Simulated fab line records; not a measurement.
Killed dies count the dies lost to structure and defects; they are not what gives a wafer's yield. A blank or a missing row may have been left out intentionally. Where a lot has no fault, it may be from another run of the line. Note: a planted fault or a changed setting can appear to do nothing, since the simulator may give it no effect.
fab line records + flow sky130
[record]
- lots = 15
- wafers = 45
- lastDay = 50
route steps=708 shown VT_ADJUST_LVTN@117 SONOS_ONO@168
lots that met no fault: taken from a fault-free run of the same line
startH: hours from the record's opening day to when the first of the lot's shown wafers began + waitH: hours elapsed since this lot's preceding step + " identical to the entry in the row above + L1.1+2: one row covering several wafers at once + - either no value or no given start + * or withheld: withheld + < > ~ a bound
route shown NAME@n: a module of which the file shows steps, and the number in the route of the first + usual: mean/standard deviation taken from wafers without a fault + same: alike in all rows + chamber/n: place in a boat + sites: the reading at each site + _std_site: the values' standard deviation + _edge_site: the outer-site mean with the inner-site mean subtracted + radiusMm: for every site, how far away it sits from the centre of the wafer + mask NAME#n: copy n + behind: the most recent tool/chamber to have shaped the wafer + hold: reason for holding the lot/hours on hold/outcome of the hold + device: the n, p or np transistor that did not switch + end of line: the tests these same wafers got at the end of their route + where a step has no rows: the recipe by itself + killed: dies lost to structure and defects at the first sort, not the wafer's yield + map: a wafer's dies, marking killed ones x, the rest . and places with no die _
set.NAME: the setting the step ran with; set.NAME@STEP: the setting that earlier step ran with + model.NAME: the simulator's own value behind a step, which no gauge read
the route's steps for a sample of lots (tables are steps, rows are wafers)
services: the hour from which a tool's chamber was out of use, counted from the record's first day as startH (under 0 if before that day), plus the number of hours and why
[[steps]]
[step SKY_VT_ADJUST_LVTN_STRIP_20]
[recipe]
- chemistry = O2/N2
- powerW = 1400
- pressureMtorr = 1500
- platenTempC = withheld
- o2FlowSccm = 3000
- n2FlowSccm = 300
- overashFraction = 0.5
[usual]
- drypumpMotorCurrentA = 5.7/0.45
- n2FlowSccm = 299.9/0.87
- oesProductAu = 0.715/0.0047
- stripTimeToEndpointS = 14.19/0.035
| lot.wafer | tool           | chamber | startH | waitH | drypumpMotorCurrentA | n2FlowSccm | oesProductAu | rfHoursCounterH | stripTimeToEndpointS |
|-----------|----------------|---------|--------|-------|----------------------|------------|--------------|-----------------|----------------------|
| L141.3    | plasmaAsher-01 | 1       | 168.25 | 0.1   | 5.9                  | 298.8      | 0.712        | -               | 14.19                |
| L141.4    | "              | 0       | "      | "     | 6.2                  | 299.7      | 0.721        | -               | 14.13                |
| L141.6    | "              | 1       | "      | "     | 5.9                  | 300.6      | 0.716        | -               | 14.17                |
| L142.2    | plasmaAsher-03 | 1       | 173.59 | 0.1   | 5.2                  | 300.1      | 0.717        | 33              | 14.27                |
| L142.3    | "              | 0       | "      | "     | 5.3                  | 298.6      | 0.715        | -               | 14.25                |
| L142.5    | "              | 1       | "      | "     | 5.2                  | 299.6      | 0.712        | -               | 14.24                |
| L143.2    | plasmaAsher-01 | 0       | 177.48 | 0.1   | 6.1                  | 300.3      | 0.714        | 53              | 14.17                |
| L143.4    | "              | 1       | "      | "     | 5.9                  | 300.4      | 0.709        | -               | 14.19                |
| L143.6    | "              | 1       | "      | "     | 5.9                  | 299.6      | 0.715        | -               | 14.19                |
| L145.1    | plasmaAsher-02 | 0       | 188.43 | 0.1   | 5.6                  | 298.2      | 0.716        | 51              | 14.19                |
| L145.2    | "              | 1       | "      | "     | 6.4                  | 300.2      | 0.727        | 51              | 14.20                |
| L145.3    | "              | 1       | "      | "     | 6.4                  | 299.8      | 0.706        | -               | 14.22                |
| L147.1    | plasmaAsher-03 | 1       | 203.08 | 0.1   | 5.2                  | 300.7      | 0.713        | 37              | 14.13                |
| L147.4    | "              | 1       | "      | "     | 5.2                  | 300.3      | 0.713        | -               | 14.17                |
| L147.5    | "              | 0       | "      | "     | 5.3                  | 299.2      | 0.716        | -               | 14.14                |
| L148.1    | plasmaAsher-02 | 1       | 209.24 | 0.1   | 6.4                  | 301.1      | 0.718        | 53              | 14.27                |
| L148.5    | "              | 1       | "      | "     | 6.4                  | 299.8      | 0.714        | -               | 14.25                |
| L148.6    | "              | 0       | "      | "     | 5.6                  | 299.4      | 0.720        | -               | 14.25                |
| L149.2    | plasmaAsher-03 | 0       | 214.19 | 0.1   | 5.3                  | 299.9      | 0.727        | 38              | 14.14                |
| L149.3    | "              | 1       | "      | "     | 5.2                  | 300.0      | 0.720        | -               | 14.20                |
| L149.5    | "              | 0       | "      | "     | 5.3                  | 299.1      | 0.722        | -               | 14.16                |
| L150.1    | plasmaAsher-01 | 1       | 222.99 | 0.1   | 5.9                  | 300.1      | 0.713        | 57              | 14.13                |
| L150.3    | "              | 0       | "      | "     | 6.1                  | 300.0      | 0.720        | -               | 14.16                |
| L150.5    | "              | 0       | "      | "     | 6.1                  | 301.2      | 0.718        | -               | 14.20                |
| L151.1    | plasmaAsher-03 | 1       | 226.44 | 0.1   | 5.2                  | 299.4      | 0.718        | 39              | 14.28                |
| L151.4    | "              | 1       | "      | "     | 5.2                  | 299.8      | 0.712        | -               | 14.18                |
| L151.6    | "              | 1       | "      | "     | 5.2                  | 301.7      | 0.714        | -               | 14.24                |
| L158.1    | plasmaAsher-01 | 0       | 275.73 | 0.1   | 6.1                  | 299.9      | 0.709        | 62              | 14.18                |
| L158.2    | "              | 1       | "      | "     | 5.9                  | 300.6      | 0.718        | 62              | 14.21                |
| L158.3    | "              | 0       | "      | "     | 6.1                  | 300.8      | 0.718        | -               | 14.20                |
| L159.2    | plasmaAsher-02 | 0       | 280.38 | 0.1   | 5.6                  | 299.7      | 0.715        | 60              | 14.18                |
| L159.3    | "              | 0       | "      | "     | 5.6                  | 299.6      | 0.706        | -               | 14.20                |
| L159.5    | "              | 0       | "      | "     | 5.6                  | 300.2      | 0.711        | -               | 14.15                |
| L161.2    | plasmaAsher-03 | 0       | 294.57 | 0.1   | 5.3                  | 299.0      | 0.713        | 46              | 14.21                |
| L161.3    | "              | 0       | "      | "     | 5.3                  | 299.3      | 0.713        | -               | 14.20                |
| L161.4    | "              | 1       | "      | "     | 5.2                  | 298.1      | 0.720        | -               | 14.20                |
| L162.1    | plasmaAsher-02 | 1       | 302.98 | 0.1   | 6.4                  | 300.4      | 0.717        | 62              | 14.24                |
| L162.3    | "              | 1       | "      | "     | 6.4                  | 299.5      | 0.712        | -               | 14.20                |
| L162.4    | "              | 0       | "      | "     | 5.6                  | 299.8      | 0.716        | -               | 14.22                |
| L163.2    | plasmaAsher-01 | 1       | 310.52 | 0.1   | 5.9                  | 299.5      | 0.721        | 65              | 14.19                |
| L163.3    | "              | 0       | "      | "     | 6.1                  | 299.4      | 0.711        | -               | 14.15                |
| L163.5    | "              | 1       | "      | "     | 5.9                  | 301.2      | 0.711        | -               | 14.18                |
| L164.1    | plasmaAsher-02 | 1       | 312.82 | 0.1   | 6.4                  | 301.1      | 0.717        | 63              | 14.15                |
| L164.5    | "              | 0       | "      | "     | 5.6                  | 298.5      | 0.712        | -               | 14.18                |
| L164.6    | "              | 1       | "      | "     | 6.4                  | 300.1      | 0.718        | -               | 14.18                |
[step SKY_SONOS_ONO_OXIDATION_00]
[recipe]
- tempC = 800
- ambient = O2
- idleTempC = 700
- rampUpCPerMin = 10
- rampDownCPerMin = 3
- stabiliseS = 600
- purgeS = 300
- targetThkA = 26
- oxTimeS = 1249
[usual]
- oxTempC = 800.1/0.31
- oxTempCMax = 803.6/0.81
- spikeTcTopC = 810.2/1.3
- tube_center_temp_C_max = 802.0/0.34
- zonePowerBottomPct = 22.0/0.33
- zonePowerUpperPct = 13.2/0.68
| lot.wafer | tool       | chamber | startH | waitH | oxTempC | oxTempCMax | spikeTcTopC | tube_center_temp_C_max | zonePowerBottomPct | zonePowerUpperPct |
|-----------|------------|---------|--------|-------|---------|------------|-------------|------------------------|--------------------|-------------------|
| L141.3    | furnace-02 | 0       | 256.83 | 1.4   | 800.1   | 803.5      | 809.7       | 802.4                  | 22.2               | 13.9              |
| L141.4    | "          | 0       | "      | "     | 800.1   | 803.5      | 810.0       | 802.1                  | 22.1               | 13.9              |
| L141.6    | "          | 0       | "      | "     | 799.7   | 803.2      | 809.4       | 802.0                  | 22.2               | 13.7              |
| L142.2    | furnace-02 | 0       | 263.50 | 2.1   | 800.0   | 802.6      | 809.4       | 802.0                  | 22.2               | 13.6              |
| L142.3    | "          | 0       | "      | "     | 800.6   | 803.1      | 809.9       | 802.6                  | 22.4               | 13.6              |
| L142.5    | "          | 0       | "      | "     | 799.8   | 803.6      | 809.5       | 802.1                  | 22.1               | 13.9              |
| L143.2    | furnace-01 | 0       | 267.01 | 0.6   | 799.9   | 804.8      | 811.1       | 802.6                  | 21.9               | 12.4              |
| L143.4    | "          | 0       | "      | "     | 799.8   | 802.9      | 811.9       | 801.9                  | 21.4               | 12.5              |
| L143.6    | "          | 0       | "      | "     | 800.0   | 803.9      | 810.1       | 801.7                  | 21.5               | 12.5              |
| L145.1    | furnace-02 | 0       | 278.81 | 0.9   | 799.9   | 803.1      | 810.0       | 801.8                  | 22.2               | 13.9              |
| L145.2    | "          | 0       | "      | "     | 799.8   | 803.6      | 807.8       | 801.5                  | 21.9               | 13.8              |
| L145.3    | "          | 0       | "      | "     | 799.6   | 803.0      | 810.5       | 802.4                  | 22.3               | 13.7              |
| L147.1    | furnace-02 | -       | 294.01 | 0.2   | -       | -          | -           | -                      | -                  | -                 |
| L147.4    | "          | -       | "      | "     | -       | -          | -           | -                      | -                  | -                 |
| L147.5    | "          | -       | "      | "     | -       | -          | -           | -                      | -                  | -                 |
| L148.1    | furnace-02 | -       | 302.76 | 1.0   | -       | -          | -           | -                      | -                  | -                 |
| L148.5    | "          | -       | "      | "     | -       | -          | -           | -                      | -                  | -                 |
| L148.6    | "          | -       | "      | "     | -       | -          | -           | -                      | -                  | -                 |
| L149.2    | furnace-02 | -       | 307.59 | 0.6   | -       | -          | -           | -                      | -                  | -                 |
| L149.3    | "          | -       | "      | "     | -       | -          | -           | -                      | -                  | -                 |
| L149.5    | "          | -       | "      | "     | -       | -          | -           | -                      | -                  | -                 |
| L150.1    | furnace-01 | 0       | 318.02 | 0.1   | 799.5   | 804.3      | 809.3       | 802.0                  | 21.8               | 12.6              |
| L150.3    | "          | 0       | "      | "     | 800.0   | 804.1      | 812.7       | 801.9                  | 21.4               | 12.6              |
| L150.5    | "          | 0       | "      | "     | 800.1   | 804.1      | 811.1       | 801.7                  | 21.4               | 12.3              |
| L151.1    | furnace-01 | 0       | 323.55 | 2.0   | 800.5   | 804.2      | 811.3       | 801.9                  | 22.0               | 12.3              |
| L151.4    | "          | 0       | "      | "     | 800.2   | 804.3      | 810.4       | 802.2                  | 21.7               | 12.6              |
| L151.6    | "          | 0       | "      | "     | 800.6   | 805.1      | 812.3       | 801.5                  | 21.7               | 12.2              |
| L158.1    | furnace-02 | 0       | 382.28 | 0.0   | 800.1   | 802.9      | 809.3       | 802.2                  | 22.4               | 14.0              |
| L158.2    | "          | 0       | "      | "     | 799.6   | 803.6      | 810.5       | 802.1                  | 22.1               | 13.8              |
| L158.3    | "          | 0       | "      | "     | 800.3   | 803.2      | 808.5       | 802.0                  | 22.2               | 13.7              |
| L159.2    | furnace-01 | 0       | 387.70 | 0.7   | 800.2   | 804.7      | 811.8       | 802.2                  | 22.0               | 12.2              |
| L159.3    | "          | 0       | "      | "     | 799.7   | 803.5      | 811.3       | 802.2                  | 21.6               | 12.4              |
| L159.5    | "          | 0       | "      | "     | 799.7   | 805.0      | 810.9       | 801.7                  | 21.5               | 12.5              |
| L161.2    | furnace-01 | 0       | 403.69 | 0.2   | 800.2   | 805.0      | 811.4       | 801.8                  | 21.5               | 12.4              |
| L161.3    | "          | 0       | "      | "     | 800.2   | 804.2      | 811.2       | 802.1                  | 21.8               | 12.5              |
| L161.4    | "          | 0       | "      | "     | 800.0   | 804.4      | 812.3       | 802.5                  | 21.8               | 12.6              |
| L162.1    | furnace-01 | 0       | 413.57 | 0.0   | 800.1   | 804.1      | 810.8       | 802.1                  | 21.8               | 12.6              |
| L162.3    | "          | 0       | "      | "     | 799.7   | 804.4      | 809.4       | 801.6                  | 21.6               | 12.4              |
| L162.4    | "          | 0       | "      | "     | 799.9   | 805.0      | 810.2       | 801.8                  | 21.5               | 12.4              |
| L163.2    | furnace-02 | 0       | 424.28 | 1.0   | 800.0   | 802.4      | 810.4       | 801.8                  | 22.5               | 13.7              |
| L163.3    | "          | 0       | "      | "     | 799.8   | 802.8      | 809.9       | 802.0                  | 22.2               | 14.1              |
| L163.5    | "          | 0       | "      | "     | 800.1   | 804.0      | 810.6       | 801.9                  | 22.2               | 13.9              |
| L164.1    | furnace-02 | 0       | 428.55 | 2.1   | 800.2   | 802.8      | 808.5       | 801.8                  | 22.3               | 13.9              |
| L164.5    | "          | 0       | "      | "     | 800.5   | 804.0      | 809.9       | 802.2                  | 22.4               | 13.7              |
| L164.6    | "          | 0       | "      | "     | 800.6   | 803.6      | 808.9       | 802.0                  | 22.5               | 14.0              |
[step SKY_SONOS_ONO_THK_MEAS_03]
[recipe]
- reads = Si3N4_of_SONOS_ONO_CVD_02
[usual]
- SONOS_ONO_CVD_02_THK = 10.38/0.14
| lot.wafer | tool         | chamber | startH | waitH | SONOS_ONO_CVD_02_THK[nm] |
|-----------|--------------|---------|--------|-------|--------------------------|
| L141.3    | filmMetro-01 | -       | 260.28 | 0.0   | 10.16                    |
| L141.4    | "            | -       | "      | "     | 10.19                    |
| L141.6    | "            | -       | "      | "     | 10.14                    |
| L142.2    | filmMetro-03 | -       | 267.62 | 0.0   | 10.23                    |
| L142.3    | "            | -       | "      | "     | 10.25                    |
| L142.5    | "            | -       | "      | "     | 10.38                    |
| L143.2    | filmMetro-03 | -       | 271.66 | 0.0   | 10.22                    |
| L143.4    | "            | -       | "      | "     | 10.30                    |
| L143.6    | "            | -       | "      | "     | 10.17                    |
| L145.1    | filmMetro-01 | -       | 282.45 | 0.0   | 10.22                    |
| L145.2    | "            | -       | "      | "     | 10.31                    |
| L145.3    | "            | -       | "      | "     | 10.25                    |
| L147.1    | filmMetro-03 | -       | 296.47 | 0.0   | 10.28                    |
| L147.4    | "            | -       | "      | "     | 10.43                    |
| L147.5    | "            | -       | "      | "     | 10.24                    |
| L148.1    | filmMetro-03 | -       | 307.65 | 0.0   | 10.39                    |
| L148.5    | "            | -       | "      | "     | 10.32                    |
| L148.6    | "            | -       | "      | "     | 10.25                    |
| L149.2    | filmMetro-04 | -       | 311.70 | 0.0   | 10.36                    |
| L149.3    | "            | -       | "      | "     | 10.31                    |
| L149.5    | "            | -       | "      | "     | 10.31                    |
| L150.1    | filmMetro-03 | -       | 321.62 | 0.0   | 10.42                    |
| L150.3    | "            | -       | "      | "     | 10.35                    |
| L150.5    | "            | -       | "      | "     | 10.30                    |
| L151.1    | filmMetro-01 | -       | 326.01 | 0.0   | 10.43                    |
| L151.4    | "            | -       | "      | "     | 10.34                    |
| L151.6    | "            | -       | "      | "     | 10.37                    |
| L158.1    | filmMetro-03 | -       | 385.54 | 0.0   | 10.44                    |
| L158.2    | "            | -       | "      | "     | 10.39                    |
| L158.3    | "            | -       | "      | "     | 10.41                    |
| L159.2    | filmMetro-01 | -       | 391.05 | 0.0   | 10.30                    |
| L159.3    | "            | -       | "      | "     | 10.33                    |
| L159.5    | "            | -       | "      | "     | 10.38                    |
| L161.2    | filmMetro-04 | -       | 406.51 | 0.0   | 10.48                    |
| L161.3    | "            | -       | "      | "     | 10.27                    |
| L161.4    | "            | -       | "      | "     | 10.53                    |
| L162.1    | filmMetro-01 | -       | 416.03 | 0.0   | 10.19                    |
| L162.3    | "            | -       | "      | "     | 10.31                    |
| L162.4    | "            | -       | "      | "     | 10.21                    |
| L163.2    | filmMetro-01 | -       | 426.75 | 0.0   | 10.27                    |
| L163.3    | "            | -       | "      | "     | 10.29                    |
| L163.5    | "            | -       | "      | "     | 10.35                    |
| L164.1    | filmMetro-01 | -       | 432.16 | 0.0   | 10.48                    |
| L164.5    | "            | -       | "      | "     | 10.43                    |
| L164.6    | "            | -       | "      | "     | 10.49                    |
[step SKY_SONOS_ONO_OVL_MEAS_14]
[usual]
- SONOS_ONO_OVL = -0.2/1.5
| lot.wafer | tool       | chamber | startH | waitH | SONOS_ONO_OVL[nm] |
|-----------|------------|---------|--------|-------|-------------------|
| L141.3    | overlay-02 | -       | 286.32 | 0.1   | -1.7              |
| L141.4    | "          | -       | "      | "     | -2.5              |
| L141.6    | "          | -       | "      | "     | -1.6              |
| L142.2    | overlay-02 | -       | 292.67 | 0.1   | -0.3              |
| L142.3    | "          | -       | "      | "     | 1.3               |
| L142.5    | "          | -       | "      | "     | -0.7              |
| L143.2    | overlay-01 | -       | 297.42 | 0.1   | 2.6               |
| L143.4    | "          | -       | "      | "     | 2.9               |
| L143.6    | "          | -       | "      | "     | 1.9               |
| L145.1    | overlay-02 | -       | 308.42 | 0.1   | -1.4              |
| L145.2    | "          | -       | "      | "     | -1.2              |
| L145.3    | "          | -       | "      | "     | -0.1              |
| L147.1    | overlay-02 | -       | 323.62 | 0.1   | -1.0              |
| L147.4    | "          | -       | "      | "     | -2.7              |
| L147.5    | "          | -       | "      | "     | -0.9              |
| L148.1    | overlay-02 | -       | 334.76 | 0.1   | -2.0              |
| L148.5    | "          | -       | "      | "     | -1.1              |
| L148.6    | "          | -       | "      | "     | -0.7              |
| L149.2    | overlay-01 | -       | 338.92 | 0.1   | -3.9              |
| L149.3    | "          | -       | "      | "     | -1.4              |
| L149.5    | "          | -       | "      | "     | -3.7              |
| L150.1    | overlay-02 | -       | 348.97 | 0.1   | 2.9               |
| L150.3    | "          | -       | "      | "     | 2.4               |
| L150.5    | "          | -       | "      | "     | 3.2               |
| L151.1    | overlay-02 | -       | 354.41 | 0.1   | 0.1               |
| L151.4    | "          | -       | "      | "     | 0.6               |
| L151.6    | "          | -       | "      | "     | -0.4              |
| L158.1    | overlay-02 | -       | 415.97 | 0.1   | 0.1               |
| L158.2    | "          | -       | "      | "     | -0.4              |
| L158.3    | "          | -       | "      | "     | -0.6              |
| L159.2    | overlay-02 | -       | 422.52 | 0.1   | -0.5              |
| L159.3    | "          | -       | "      | "     | -2.3              |
| L159.5    | "          | -       | "      | "     | -1.8              |
| L161.2    | overlay-02 | -       | 438.61 | 0.1   | -2.2              |
| L161.3    | "          | -       | "      | "     | -1.9              |
| L161.4    | "          | -       | "      | "     | 0.2               |
| L162.1    | overlay-02 | -       | 448.73 | 0.1   | 0.7               |
| L162.3    | "          | -       | "      | "     | -1.4              |
| L162.4    | "          | -       | "      | "     | 1.2               |
| L163.2    | overlay-01 | -       | 459.12 | 0.1   | -1.1              |
| L163.3    | "          | -       | "      | "     | -1.2              |
| L163.5    | "          | -       | "      | "     | -1.3              |
| L164.1    | overlay-01 | -       | 464.32 | 0.1   | -1.1              |
| L164.5    | "          | -       | "      | "     | -1.9              |
| L164.6    | "          | -       | "      | "     | -0.3              |
[[services]]
| tool           | chamber | startH | hours | kind      |
|----------------|---------|--------|-------|-----------|
| furnace-02     | -       | 198.89 | 3.4   | pm        |
| furnace-01     | -       | 217.57 | 21.6  | repair    |
| furnace-01     | -       | 239.20 | 3.9   | pm        |
| furnace-01     | -       | 247.34 | 3.5   | repair    |
| furnace-02     | -       | 251.68 | 3.6   | pm        |
| furnace-01     | -       | 259.76 | 4.3   | pm        |
| furnace-01     | -       | 299.19 | 1.4   | pm        |
| plasmaAsher-03 | -       | 353.51 | 3.6   | repair    |
| plasmaAsher-03 | -       | 361.39 | 14.6  | pm        |
| plasmaAsher-01 | -       | 387.90 | 1.8   | repair    |
| furnace-01     | -       | 391.73 | 3.5   | pm        |
| furnace-02     | -       | 416.63 | 3.5   | pm        |
| plasmaAsher-01 | -       | 421.25 | 9.0   | pm        |
| plasmaAsher-01 | 0       | 421.25 | 9.0   | ventCycle |
| plasmaAsher-01 | 1       | 421.25 | 9.0   | ventCycle |
[[key]]
[firstSign]
- step = SKY_SONOS_ONO_OXIDATION_00
- reading = toolRecord
- direction = missing
effect none on later readings
metAt SKY_SONOS_ONO_OXIDATION_00
struckLots L147,L148,L149
laterRowsLeftOut L147.1,L147.4,L147.5,L148.1,L148.5,L148.6,L149.2,L149.3,L149.5
sortLeftOut L147.1,L147.4,L147.5,L148.1,L148.5,L148.6,L149.2,L149.3,L149.5
testerLeftOut L147,L148,L149
notActingAt SKY_VT_ADJUST_LVTN_STRIP_20,SKY_SONOS_ONO_THK_MEAS_03,SKY_SONOS_ONO_OVL_MEAS_14
onsetBetween 278.81 294.01
[fault]
- kind = skippedStepWhole
- tool = furnace-02
- chamber = -
- onsetH = 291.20
- steps = SKY_SONOS_ONO_OXIDATION_00
- scope = struckLotsOnly
// testerLeftOut: of these lots the tester's yield and bins aren't shown, on N5 and GAA mostly nor the transistor test; their killed dies are dies lost to structure and defects alone, not to doping, threshold or leakage, so they don't give the yield
// sortLeftOut: the simulated sort isn't trusted on such a fault, so these wafers' sort isn't shown, and their yield isn't known
// laterRowsLeftOut: the simulator's readings of these wafers behind a module that went badly wrong aren't trusted and aren't shown, but for the sort
